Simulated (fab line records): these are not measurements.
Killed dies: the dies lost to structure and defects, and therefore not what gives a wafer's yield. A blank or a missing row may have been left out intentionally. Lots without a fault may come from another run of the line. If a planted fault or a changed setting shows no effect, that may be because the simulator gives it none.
fab line records	flow sky130
[record] lots = 6	wafers = 18	last_day = 50
route steps=708 shown VIA2@524 METAL3@532 CAPM@537 PAD_OPEN@708
lots that met no fault: taken from a fault-free run of the same line
start_h: the number of hours between the record's first day and the start of the first shown wafer of the lot	wait_h: hours since the lot's step before	" same as the row above	L1.1+2: a row that stands for several wafers	- no value, or no start was given	* or withheld: withheld	< > ~ a bound
route shown NAME@n: names a module that has steps shown in the file, with the first one's number in the route	usual: mean/standard deviation of fault-free wafers	same: alike in all rows	chamber/n: place in a boat	sites: readings site by site	_std_site: their standard deviation	_edge_site: the outer-site mean with the inner-site mean subtracted	radius_mm: how far each site lies from the wafer's centre	mask NAME#n: copy n	behind: tool/chamber where the wafer was last shaped	hold: reason for holding the lot/hours on hold/outcome of the hold	device: the transistor (n, p or np) that didn't switch	end of line: at the end of the route, the tests of the same wafers	for a step that has no rows: nothing shown but its recipe	killed: the dies lost at the first sort to structure and to defects; this is not the yield of the wafer	map: dies across one wafer; x = killed, . = not, _ = none there
set.NAME: setting as actually run; set.NAME@STEP: the setting as run at that earlier step	model.NAME: the simulator's own value behind a step, which no gauge read
lots at some steps of the route; a table a step, a row a wafer
services: when a tool's chamber went out of use (start_h, in hours from the record's first day, below 0 if earlier), for how many hours, and the reason
[[steps]]
[step SKY_VIA2_STRIP_17]
[recipe] chemistry = post_etch_residue_remover	time_s = 1200	temp_c = 72.5
[step SKY_VIA2_CLEAN_18]
[recipe] chemistry = IPA	time_s = 180	temp_c = 25
[step SKY_VIA2_CLEAN_19]
[recipe] chemistry = O3/DIW	dry = n2_spin
[step SKY_VIA2_SPUTTER_20]
[recipe] material = TiN	target_thk_nm = 20	chamber_pressure_pa = 5	power_w = 4000	time_s = 80
[usual] throttle_valve_pct = 30.0/1.2
lot.wafer	tool	chamber	start_h	wait_h	throttle_valve_pct
L927.1	pvd_sputter-03	-	895.39	0.0	29.6
L927.5	"	-	"	"	30.9
L927.6	"	-	"	"	27.5
L933.2	pvd_sputter-03	-	924.64	0.0	30.4
L933.3	"	-	"	"	27.8
L933.5	"	-	"	"	27.6
L934.1	pvd_sputter-02	-	934.77	0.0	31.2
L934.4	"	-	"	"	29.5
L934.5	"	-	"	"	30.9
L941.2	pvd_sputter-01	-	978.93	0.0	31.2
L941.3	"	-	"	"	31.6
L941.5	"	-	"	"	30.6
L944.1	pvd_sputter-02	-	996.50	0.0	30.8
L944.3	"	-	"	"	29.5
L944.4	"	-	"	"	31.1
L946.2	pvd_sputter-03	-	1012.11	0.0	29.6
L946.3	"	-	"	"	30.8
L946.4	"	-	"	"	29.3
[step SKY_VIA2_CVD_21]
[recipe] material = W	target_thk_nm = 420	time_s = 126.4	temp_c = 400	pressure_torr = 40
[usual] heater_power_w = 890/69
lot.wafer	tool	chamber	start_h	wait_h	heater_power_w
L927.1	cvd_w-02	0	895.45	0.0	941
L927.5	"	1	"	"	926
L927.6	"	0	"	"	945
L933.2	cvd_w-02	0	924.70	0.0	968
L933.3	"	1	"	"	869
L933.5	"	1	"	"	832
L934.1	cvd_w-02	1	934.83	0.0	826
L934.4	"	0	"	"	957
L934.5	"	0	"	"	936
L941.2	cvd_w-01	0	979.00	0.0	796
L941.3	"	0	"	"	820
L941.5	"	0	"	"	797
L944.1	cvd_w-02	0	996.56	0.0	957
L944.3	"	0	"	"	960
L944.4	"	1	"	"	849
L946.2	cvd_w-01	1	1012.17	0.0	956
L946.3	"	1	"	"	950
L946.4	"	0	"	"	795
[step SKY_VIA2_RS_MEAS_22]
[recipe] thk_meas_gauge = four-point-probe	reads = W_of_VIA2_CVD_21+TiN_of_VIA2_SPUTTER_20
[usual] VIA2_W_RS = 0.2746/0.0022
lot.wafer	tool	chamber	start_h	wait_h	VIA2_W_RS[ohm/sq]
L927.1	film_metro-04	-	895.58	0.1	0.2729
L927.5	"	-	"	"	0.2740
L927.6	"	-	"	"	0.2731
L933.2	film_metro-03	-	924.85	0.1	0.2729
L933.3	"	-	"	"	0.2756
L933.5	"	-	"	"	0.2715
L934.1	film_metro-04	-	934.96	0.1	0.2770
L934.4	"	-	"	"	0.2763
L934.5	"	-	"	"	0.2772
L941.2	film_metro-02	-	979.15	0.1	0.2731
L941.3	"	-	"	"	0.2762
L941.5	"	-	"	"	0.2770
L944.1	film_metro-04	-	996.70	0.1	0.2775
L944.3	"	-	"	"	0.2775
L944.4	"	-	"	"	0.2761
L946.2	film_metro-04	-	1012.32	0.1	0.2719
L946.3	"	-	"	"	0.2750
L946.4	"	-	"	"	0.2735
[step SKY_VIA2_THK_MEAS_23]
[recipe] thk_meas_gauge = xrf	reads = W_of_VIA2_CVD_21
[usual] VIA2_W_THK = 430/6.1
lot.wafer	tool	chamber	start_h	wait_h	VIA2_W_THK[nm]
L927.1	film_metro-04	-	895.70	0.1	437
L927.5	"	-	"	"	437
L927.6	"	-	"	"	436
L933.2	film_metro-03	-	924.96	0.1	420
L933.3	"	-	"	"	416
L933.5	"	-	"	"	422
L934.1	film_metro-04	-	935.08	0.1	426
L934.4	"	-	"	"	424
L934.5	"	-	"	"	428
L941.2	film_metro-02	-	979.26	0.1	435
L941.3	"	-	"	"	430
L941.5	"	-	"	"	429
L944.1	film_metro-04	-	996.82	0.1	429
L944.3	"	-	"	"	433
L944.4	"	-	"	"	434
L946.2	film_metro-04	-	1012.43	0.1	439
L946.3	"	-	"	"	434
L946.4	"	-	"	"	433
[step SKY_VIA2_CMP_24]
[recipe] stop_on = SiO2	t_overpolish_s = 20	down_force_psi = 3.5	platen_rpm = 60	target_thk_nm = 0	pad_velocity_m_s = 0.94248
[usual] edge_zone_pressure_frac = 0.999/0.0048	motor_current_A = 10.5/1.1	overpolish_run_s = 20.000/0.0088	retaining_ring_pressure_frac = 1.001/0.0047	time_to_endpoint_s = 99/3.5
lot.wafer	tool	chamber	start_h	wait_h	edge_zone_pressure_frac	motor_current_A	overpolish_run_s	retaining_ring_pressure_frac	time_to_endpoint_s
L927.1	cmp-01	2	895.76	0.1	0.997	11.7	19.983	1.003	99
L927.6	"	2	"	"	0.993	11.5	19.991	1.002	98
L927.5	"	3	"	"	0.993	11.1	20.011	0.996	102
L933.3	cmp-02	2	925.01	0.0	0.997	11.0	19.999	0.996	96
L933.2	"	3	"	"	1.012	11.3	19.991	1.002	98
L933.5	"	2	"	"	0.997	10.8	20.002	1.002	96
L934.1	cmp-01	3	935.19	0.1	0.998	11.4	19.989	0.992	100
L934.4	"	0	"	"	1.003	9.0	20.008	0.993	95
L934.5	"	2	"	"	1.004	11.1	19.999	0.997	98
L941.3	cmp-01	1	979.31	0.0	1.001	9.3	20.002	1.009	99
L941.2	"	2	"	"	1.000	11.8	19.995	1.001	96
L941.5	"	1	"	"	0.998	9.2	20.008	1.011	99
L944.4	cmp-01	3	997.46	0.6	1.004	11.7	20.001	0.995	102
L944.1	"	1	"	"	1.002	9.1	20.005	0.998	100
L944.3	"	2	"	"	0.997	11.7	20.006	1.000	98
L946.4	cmp-01	0	1012.48	0.0	0.994	8.8	20.016	1.003	95
L946.3	"	1	"	"	0.997	9.2	19.990	1.004	103
L946.2	"	2	"	"	0.997	11.0	19.986	1.004	102
[step SKY_METAL3_SPUTTER_00]
[recipe] material = Ti	target_thk_nm = 15	power_w = 3000	time_s = 10	chamber_pressure_pa = 0.4
[step SKY_METAL3_SPUTTER_01]
[recipe] material = TiN	target_thk_nm = 20	power_w = 6500	time_s = 16.7	chamber_pressure_pa = 0.4
[step SKY_METAL3_SPUTTER_02]
[recipe] material = AlCu	target_thk_nm = 735	power_w = 10600	time_s = 39.1	chamber_pressure_pa = 0.4
[step SKY_METAL3_SPUTTER_03]
[recipe] material = Ti	target_thk_nm = 5	power_w = 3000	time_s = 3.3	chamber_pressure_pa = 0.4
[usual] throttle_valve_pct = 30.6/0.66
lot.wafer	tool	chamber	start_h	wait_h	throttle_valve_pct
L927.1	pvd_sputter-02	-	896.15	0.0	29.6
L927.5	"	-	"	"	30.9
L927.6	"	-	"	"	31.1
L933.2	pvd_sputter-02	-	925.40	0.0	30.9
L933.3	"	-	"	"	29.7
L933.5	"	-	"	"	30.3
L934.1	pvd_sputter-02	-	935.52	0.0	30.1
L934.4	"	-	"	"	31.3
L934.5	"	-	"	"	31.3
L941.2	pvd_sputter-04	-	979.69	0.0	30.5
L941.3	"	-	"	"	30.2
L941.5	"	-	"	"	31.7
L944.1	pvd_sputter-04	-	997.84	0.0	29.5
L944.3	"	-	"	"	30.0
L944.4	"	-	"	"	30.5
L946.2	pvd_sputter-04	-	1012.86	0.0	30.2
L946.3	"	-	"	"	30.4
L946.4	"	-	"	"	31.5
[step SKY_METAL3_SPUTTER_04]
[recipe] material = TiN	target_thk_nm = 70	power_w = 6500	time_s = 58.3	chamber_pressure_pa = 0.4
[usual] throttle_valve_pct = 30.7/0.65
lot.wafer	tool	chamber	start_h	wait_h	throttle_valve_pct	model.TiN_of_METAL3_SPUTTER_04.thk_nm
L927.1	pvd_sputter-02	-	896.17	0.0	29.7	70.25
L927.5	"	-	"	"	30.7	69.27
L927.6	"	-	"	"	31.1	70.32
L933.2	pvd_sputter-02	-	925.42	0.0	31.2	70.74
L933.3	"	-	"	"	29.5	71.38
L933.5	"	-	"	"	30.5	63.96
L934.1	pvd_sputter-02	-	935.54	0.0	30.7	63.36
L934.4	"	-	"	"	31.1	70.04
L934.5	"	-	"	"	31.3	69.92
L941.2	pvd_sputter-04	-	979.71	0.0	30.7	70.21
L941.3	"	-	"	"	30.6	69.84
L941.5	"	-	"	"	31.6	69.89
L944.1	pvd_sputter-04	-	997.86	0.0	29.9	68.94
L944.3	"	-	"	"	30.6	69.34
L944.4	"	-	"	"	30.4	69.16
L946.2	pvd_sputter-04	-	1012.88	0.0	30.6	70.2
L946.3	"	-	"	"	30.6	70.03
L946.4	"	-	"	"	31.5	69.79
[step SKY_CAPM_CVD_00]
[recipe] material = SiO2	target_thk_nm = 15.5	temp_c = 400	time_s = withheld	rf_w = 450
[usual] heater_power_w = 704/95
lot.wafer	tool	chamber	start_h	wait_h	heater_power_w
L927.1	pecvd-03	2	896.22	0.0	713
L927.5	"	0	"	"	553
L927.6	"	2	"	"	719
L933.2	pecvd-03	0	925.47	0.0	557
L933.3	"	2	"	"	713
L933.5	"	0	"	"	547
L934.1	pecvd-02	2	935.59	0.0	745
L934.4	"	0	"	"	792
L934.5	"	2	"	"	744
L941.2	pecvd-03	0	979.76	0.0	462
L941.3	"	2	"	"	634
L941.5	"	1	"	"	674
L944.1	pecvd-02	2	997.91	0.0	729
L944.3	"	0	"	"	753
L944.4	"	1	"	"	819
L946.2	pecvd-02	2	1012.93	0.0	736
L946.3	"	1	"	"	847
L946.4	"	0	"	"	807
[step SKY_PAD_OPEN_PROBE_99]
[usual] defect_limited_yield = 82.5/1.8	killed_at_M0_to_M3 = 43/6.9	killed_at_M4_up = 3.1/1.8	killed_at_contacts = 24/5.1	killed_at_front_end = 15/4.8	killed_at_other = 0.3/0.48	killed_dies = 86/8.9	killed_open = 47/6.8	killed_short = 39/6.3	sort_bin_3_pad_short = 0.8/0.39	sort_bin_5_function = 10.3/1.5	sort_bin_6_memory = 6.3/1.1	sort_n_pass = 406/8.9	sort_yield_pct = 82.5/1.8
[same] gross_dies = 492	killed_at_back_side = 0	sort_bin_4_leakage[%] = 0	sort_bin_8_speed[%] = 0
lot.wafer	tool	chamber	start_h	wait_h	defect_limited_yield[%]	killed_at_M0_to_M3	killed_at_M4_up	killed_at_contacts	killed_at_front_end	killed_at_other	killed_dies	killed_open	killed_short	sort_bin_3_pad_short[%]	sort_bin_5_function[%]	sort_bin_6_memory[%]	sort_n_pass	sort_yield_pct[%]
L927.1	prober-01	-	1114.70	0.1	82.3	43	1	26	16	1	87	53	33	0.2	11.2	6.3	405	82.3
L927.5	prober-01	-	1114.90	0.2	82.3	51	0	18	17	1	87	53	33	0.8	11.0	5.9	405	82.3
L927.6	prober-01	-	1114.95	0.2	83.3	51	3	14	14	0	82	40	42	0.8	8.9	6.9	410	83.3
L933.2	prober-02	-	1136.82	0.1	80.3	39	6	31	21	0	97	59	38	0.6	12.4	6.7	395	80.3
L933.3	prober-02	-	1136.87	0.2	79.1	48	2	25	27	1	103	50	52	0.8	14.0	6.1	389	79.1
L933.5	prober-02	-	1136.97	0.2	83.1	41	2	24	15	1	83	42	40	0.8	8.7	7.3	409	83.1
L934.1	prober-01	-	1144.58	0.1	80.5	43	1	27	24	1	96	47	49	0.6	11.4	7.5	396	80.5
L934.4	prober-01	-	1144.73	0.2	85.2	35	6	20	12	0	73	36	37	0.6	7.5	6.7	419	85.2
L934.5	prober-01	-	1144.78	0.2	83.1	40	3	22	18	0	83	33	50	1.4	10.2	5.3	409	83.1
L941.2	prober-02	-	1176.32	0.1	83.3	42	4	24	12	0	82	41	41	0	10.8	5.9	410	83.3
L941.3	prober-02	-	1176.37	0.2	83.3	43	1	30	8	0	82	45	36	0.6	10.0	6.1	410	83.3
L941.5	prober-02	-	1176.47	0.2	83.3	46	3	25	7	1	82	46	35	1.0	6.9	8.7	410	83.3
// killed by level:class
L927.1 CONTACT:geometric_particle:open=13 METAL2:geometric_particle:short=11 VIA1:geometric_particle:open=9 LI_CONTACT:geometric_particle:open=6 VIA2:geometric_particle:open=6 VIA3:geometric_particle:open=6 POLY_GATE:geometric_particle:short=4 POLY_GATE:geometric_particle:open=4
L927.5 VIA1:geometric_particle:open=10 METAL1:geometric_particle:short=8 VIA3:geometric_particle:open=8 LI_CONTACT:geometric_particle:open=7 VIA2:geometric_particle:open=7 CONTACT:geometric_particle:open=6 FIELD_ISO:geometric_particle:short=5 METAL2:geometric_particle:short=5
L927.6 VIA1:geometric_particle:open=7 CONTACT:geometric_particle:open=7 METAL1:geometric_particle:short=7 VIA1:geometric_particle:short=6 METAL2:geometric_particle:short=6 VIA2:geometric_particle:open=5 VIA3:geometric_particle:open=5 POLY_GATE:geometric_particle:short=4
L933.2 VIA1:geometric_particle:open=10 LI_CONTACT:geometric_particle:open=9 CONTACT:geometric_particle:open=8 VIA2:geometric_particle:open=8 FIELD_ISO:geometric_particle:short=7 FIELD_ISO:geometric_particle:open=6 CONTACT:geometric_particle:short=6 METAL4:geometric_particle:short=6
L933.3 VIA1:geometric_particle:open=12 CONTACT:geometric_particle:open=11 VIA1:geometric_particle:short=10 VIA2:geometric_particle:open=8 FIELD_ISO:geometric_particle:short=6 METAL2:geometric_particle:short=6 FIELD_ISO:geometric_particle:open=5 POLY_GATE:geometric_particle:open=5
L933.5 LI_CONTACT:geometric_particle:open=8 LOCAL_INTERCONNECT:geometric_particle:short=7 VIA1:geometric_particle:open=6 FIELD_ISO:geometric_particle:open=5 VIA2:geometric_particle:open=5 CONTACT:geometric_particle:open=5 METAL1:geometric_particle:short=5 VIA2:geometric_particle:short=5
L934.1 VIA1:geometric_particle:open=11 CONTACT:geometric_particle:open=8 LOCAL_INTERCONNECT:geometric_particle:short=6 VIA3:geometric_particle:open=6 POLY_GATE:geometric_particle:short=5 SPACER:geometric_particle:short=5 LI_CONTACT:geometric_particle:short=5 METAL2:geometric_particle:short=5
L934.4 CONTACT:geometric_particle:open=9 VIA1:geometric_particle:open=6 VIA2:geometric_particle:open=6 CONTACT:geometric_particle:short=5 METAL3:geometric_particle:short=5 METAL4:geometric_particle:short=5 VIA3:geometric_particle:open=4 METAL1:geometric_particle:short=4
L934.5 POLY_GATE:geometric_particle:short=8 METAL1:geometric_particle:short=7 VIA1:geometric_particle:open=7 VIA3:geometric_particle:open=7 LOCAL_INTERCONNECT:geometric_particle:short=6 CONTACT:geometric_particle:short=6 VIA3:geometric_particle:short=6 CONTACT:geometric_particle:open=5
L941.2 CONTACT:geometric_particle:open=9 VIA1:geometric_particle:open=7 VIA1:geometric_particle:short=7 VIA2:geometric_particle:open=7 METAL1:geometric_particle:short=6 LI_CONTACT:geometric_particle:open=5 CONTACT:geometric_particle:short=4 VIA3:geometric_particle:short=4
L941.3 VIA1:geometric_particle:open=11 CONTACT:geometric_particle:open=10 CONTACT:geometric_particle:short=7 LI_CONTACT:geometric_particle:open=6 VIA1:geometric_particle:short=6 VIA3:geometric_particle:open=4 LI_CONTACT:geometric_particle:short=4 METAL2:geometric_particle:open=4
L941.5 CONTACT:geometric_particle:open=12 VIA1:geometric_particle:open=9 VIA1:geometric_particle:short=8 VIA2:geometric_particle:open=5 LI_CONTACT:geometric_particle:open=4 METAL3:geometric_particle:short=4 VIA3:geometric_particle:open=4 POLY_GATE:geometric_particle:open=3
[[services]]
tool	chamber	start_h	hours	kind
cmp-01	-	878.97	6.1	pm
pecvd-03	1	883.53	2.1	scheduled_down
pvd_sputter-04	3	886.68	-	consumable_replace:kit
pvd_sputter-04	3	886.68	18.0	scheduled_down
pvd_sputter-04	3	886.68	18.0	vent_cycle
cmp-01	-	889.05	4.6	repair
cvd_w-02	-	904.00	14.0	pm
cvd_w-02	0	904.00	14.0	vent_cycle
cvd_w-02	1	904.00	14.0	vent_cycle
pecvd-03	0	907.50	5.5	scheduled_down
pvd_sputter-04	-	911.31	1.6	repair
cmp-01	-	914.89	4.0	pm
cvd_w-02	0	918.00	-	clean
cvd_w-02	1	918.00	-	clean
cmp-01	-	918.89	-	consumable_replace:conditioner
cmp-01	-	918.89	-	consumable_replace:pad
cmp-01	-	923.87	5.3	pm
cvd_w-01	-	953.53	6.9	pm
pvd_sputter-02	1	954.68	-	consumable_replace:kit
pvd_sputter-02	1	954.68	18.0	scheduled_down
pvd_sputter-02	1	954.68	18.0	vent_cycle
pvd_sputter-02	-	955.71	0.5	repair
pecvd-02	-	965.65	0.9	repair
cmp-02	-	996.36	1.1	repair
[[key]]
first_sign none at tools or gauges
[model_effect] step = SKY_METAL3_SPUTTER_04	value = TiN_of_METAL3_SPUTTER_04.thk_nm	without = 70.58	struck = 63.66
met_at SKY_METAL3_SPUTTER_04
struck_wafers L933.5,L934.1
[fault] kind = process_parameter_drift	tool = pvd_sputter-02	chamber = -	onset_h = 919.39	steps = SKY_METAL3_SPUTTER_04	channel = time_s	offset = *	shape = step	end_h = 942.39	acts_in = *	stated = *	scope = struck_wafers_only
